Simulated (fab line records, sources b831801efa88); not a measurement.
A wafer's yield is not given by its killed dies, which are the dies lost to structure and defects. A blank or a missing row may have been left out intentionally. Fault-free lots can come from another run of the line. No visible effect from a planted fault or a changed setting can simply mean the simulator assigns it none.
Split-lot trial    flow gf180mcu    23 wafers read across 5 lots, on a route 602 steps long

## THE SPLIT ITSELF
At GF_MVSD_IMPLANT_08, the setting dose_cm2 was moved away from the recipe's 1.6e+13 on 8 of the 23 wafers read, by -6.3% to +16.9%. All remaining wafers had this setting at the recipe value.

## FROM THE SPLIT ON TO THE READING: in between, the file shows 1 step
- GF_MVSD_STRIP_10: strips in O2/N2 (also split here: power_w)

## THE READING
MVSD_TW, at GF_MVSD_TW_MEAS_11. A value of 1572 with a standard deviation of 11 is what fault-free wafers of this fab line usually give.

wafer   tool, chamber at the split  dose_cm2 as run  against the recipe  MVSD_TW  against lot-mates on the recipe
L074.1  implanter-03, 0             1.871e+13        +16.9%              1630     +76
L074.2  implanter-03, 0             1.871e+13        +16.9%              1630     +76
L074.4  implanter-03, 0             1.6e+13          recipe              1553     -
L074.5  implanter-03, 0             1.871e+13        +16.9%              1625     +72
L074.6  implanter-03, 0             1.6e+13          recipe              1554     -
L077.1  implanter-01, 0             1.6e+13          recipe              1563     -
L077.2  implanter-01, 0             1.499e+13        -6.3%               1539     -28
L077.4  implanter-01, 0             1.499e+13        -6.3%               1541     -26
L077.5  implanter-01, 0             1.499e+13        -6.3%               1530     -37
L077.6  implanter-01, 0             1.6e+13          recipe              1571     -
L079.1  implanter-01, 0             1.6e+13          recipe              1559     -
L079.3  implanter-01, 0             1.6e+13          recipe              1563     -
L079.6  implanter-01, 0             1.6e+13          recipe              1571     -
L078.1  implanter-01, 0             1.6e+13          recipe              1591     -
L078.2  implanter-01, 0             1.6e+13          recipe              1580     -
L078.4  implanter-01, 0             1.6e+13          recipe              1595     -
L078.5  implanter-01, 0             1.6e+13          recipe              1576     -
L078.6  implanter-01, 0             1.6e+13          recipe              1586     -
L084.1  implanter-02, 0             1.6e+13          recipe              1556     -
L084.2  implanter-02, 0             1.6e+13          recipe              1555     -
L084.3  implanter-02, 0             1.6e+13          recipe              1552     -
L084.5  implanter-02, 0             1.501e+13        -6.2%               1536     -18
L084.6  implanter-02, 0             1.501e+13        -6.2%               1521     -33

THE FIT
A straight line over all 23 wafers: MVSD_TW changes by +3.98 for each +1% of dose_cm2; r = +0.90; the points scatter about the line by 13.
The same after taking each lot's own level away (the mean of its wafers on the recipe; 23 wafers): +4.45 for each +1%; r = +0.99; scatter 5.2.
That fit puts the effect of the largest move of dose_cm2 on the reading at 75.
Across the lots, their own levels run from 1553.5 to 1585.6, a range of 2.9 times the standard deviation given above.
Thus the slope moves with the lot-to-lot level: the two fits are different.
Check: with one of the wafers moved furthest among these (+16.9%) left out of the fit, the line predicts +74.6 for it against its lot-mates. It came out at +76.5 against them.

## OTHER SPLITS APPLIED TO THESE WAFERS
Before the reading, these wafers also passed through other splits. Each is held against what the fit with the lots' levels taken away leaves over:
other split on the same wafers  wafers away from the commonest value  r with MVSD_TW (lot level and that fit taken away)
GF_STI_PEB_10 peb_temp_c        11                                    +0.36
GF_STI_WET_ETCH_17 time_s       15                                    -0.04
GF_MVSD_STRIP_10 power_w        7                                     -0.41

## THE FILE'S OWN FIT
MVSD_TW changes by +4.43 for each +1% of dose_cm2, r = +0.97.
